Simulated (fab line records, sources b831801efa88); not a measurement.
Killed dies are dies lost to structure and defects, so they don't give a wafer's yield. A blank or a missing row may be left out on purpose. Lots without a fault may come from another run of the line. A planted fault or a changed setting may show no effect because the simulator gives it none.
A struck lot beside a sound one | flow sky130 | 15 steps out of a route of 708
Sound: wafers L876.3, L876.5, L876.6. Struck: wafers L883.1, L883.2, L883.4. The cause comes at the end.
At each step with rows: each side's tool, then ch and its chambers, then its first start. Under that, the readings that differ: sound wafers | struck wafers | difference of the means | sigmas: that difference in standard deviations of wafers without a fault.
alike: readings whose means differ by less than 2 such deviations, and words and numbers that are the same on both sides. not compared: withheld readings, readings that some wafer has no value for, bounds like >300 that may hide the same value, and numbers for which the record gives no deviation and whose values overlap.
The two part at a step that has a row with sigmas, a row that says differs or no value, or rows on one side only. Numbers that don't overlap but have no deviation are shown without sigmas and don't part them. A reading that every wafer of one side lacks parts them only if that side has two wafers or more.

first, 6 steps without rows for these wafers: SKY_GATE_OXIDE_HMDS_04 (prime time 60 s); SKY_GATE_OXIDE_COAT_05 (resist thk 1140 nm); SKY_GATE_OXIDE_SOFTBAKE_06 (time 60 s); SKY_GATE_OXIDE_EXPOSE_07 (exposes mask LVOM, target cd 600 nm); SKY_GATE_OXIDE_PEB_08; SKY_GATE_OXIDE_DEVELOP_09 (develop time 60 s).
SKY_GATE_OXIDE_OVL_MEAS_10:
  sound on overlay-02, day 16 17:39; struck on overlay-01, day 19 12:50
  alike: GATE_OXIDE_OVL
then, 2 steps without rows for these wafers: SKY_GATE_OXIDE_IMPLANT_11; SKY_GATE_OXIDE_WET_ETCH_12 (etches SiO2 in dHF, target depth 16.8 nm, time 336 s).
SKY_GATE_OXIDE_STRIP_13: strips in O2/N2.
  sound on plasma_asher-03 ch 0,1, day 16 17:59; struck on plasma_asher-03 ch 0,1, day 19 13:07
  reading                      | sound             | struck            | difference | sigmas
  strip_time_to_endpoint_s (s) | 14.28 14.27 14.27 | 14.22 14.17 14.17 | -0.09      | -2
  alike: drypump_motor_current_A, oes_product_au
  not compared: rf_hours_counter_h
SKY_GATE_OXIDE_TW_MEAS_14:
  sound on film_metro-02, day 16 18:04; struck on film_metro-01, day 19 13:13
  alike: GATE_OXIDE_TW
then, 1 step without rows for these wafers: SKY_GATE_OXIDE_CLEAN_15 (cleans in SC1/SC2, time 150 s).
SKY_GATE_OXIDE_OXIDATION_16: stabilise 600 s, purge 300 s, target thk 3.57 nm.
  sound on furnace-01 ch 0, day 16 19:17; struck on furnace-02 ch 0, day 19 15:00
  reading                                           | sound                | struck               | difference | sigmas
  spike_tc_bottom_C (C)                             | 820.6 821.1 819.7    | 811.2 810.1 810.0    | -10.0      | -11
  spike_tc_centre_C (C)                             | 800.2 799.4 800.4    | 789.2 789.5 792.0    | -9.8       | -10
  spike_tc_lower_C (C)                              | 802.4 804.0 803.5    | 790.9 789.0 789.2    | -13.6      | -7
  spike_tc_top_C (C)                                | 811.5 811.7 811.8    | 802.8 803.2 802.9    | -8.7       | -9
  spike_tc_upper_C (C)                              | 799.1 799.0 798.8    | 790.3 790.4 789.3    | -9.0       | -7
  tube_center_temp_C (C)                            | 800.09 800.13 799.99 | 789.74 789.75 789.8  | -10.31     | -99 or more
  tube_center_temp_C_max                            | 801.79 802.32 801.69 | 791.42 791.89 791.65 | -10.28     | -34
  zone_power_centre_pct (%)                         | 14.21 14.07 14.23    | 13.81 13.87 13.84    | -0.33      | -2
  model.SiO2_of_GATE_OXIDE_OXIDATION_01.thk_nm (nm) | 11.56 11.71 11.71    | 11.25 11.19 11.09    | -0.48      |
then, 1 step without rows for these wafers: SKY_POLY_GATE_CVD_00 (deposits poly-Si, target thk 180 nm, time 720 s).
-- the record jumps here: 30 days lie between the struck wafers' starts before and after (it left off in module POLY_GATE and takes up again in module PAD_OPEN, whose first step shown is number 708 of the route) --
SKY_PAD_OPEN_PROBE_99:
  sound on prober-01, day 47 20:58; struck on prober-02, day 49 11:55
  reading                                   | sound             | struck            | difference | sigmas
  killed_at_front_end                       | 10 16 4           | 22 22 20          | +11        | +3
  model.etest.nfet_01v8_lvt.drive_ua_um     | 576.5 561.6 567.2 | 642.4 631 628.7   | +65.6      |
  model.etest.nfet_01v8_swapped.drive_ua_um | 508.7 492.4 496.7 | 571 560.3 559.8   | +64        |
  model.etest.nfet_01v8_turned.drive_ua_um  | 502.8 490.6 501.2 | 568 560.6 555.7   | +63        |
  model.etest.nfet_01v8.drive_ua_um         | 506.6 493.2 499.4 | 573.9 555 548.4   | +59.4      |
  model.etest.nfet_01v8.r_on_ohm_um         | 826 849.6 838.8   | 775 785.2 792.8   | -54        |
  model.etest.sram_nfet_pass.drive_ua_um    | 477.1 488.5 487.2 | 538.8 551.3 539.2 | +58.8      |
  model.etest.nfet_g5v0d10v5.drive_ua_um    | 611.7 598 600.5   | 628.3 628.4 636.6 | +27.7      |
  model.etest.nfet_05v0_nvt.drive_ua_um     | 579.2 576.3 572.2 | 593.4 594.1 603.4 | +21.1      |
  alike: killed_at_M0_to_M3, killed_at_M4_up, killed_at_contacts, killed_at_other, killed_dies, killed_open, killed_short

WHERE THEY PART
First at SKY_GATE_OXIDE_STRIP_13; last, within this record, at SKY_PAD_OPEN_PROBE_99.

WHY: what the simulator had put in
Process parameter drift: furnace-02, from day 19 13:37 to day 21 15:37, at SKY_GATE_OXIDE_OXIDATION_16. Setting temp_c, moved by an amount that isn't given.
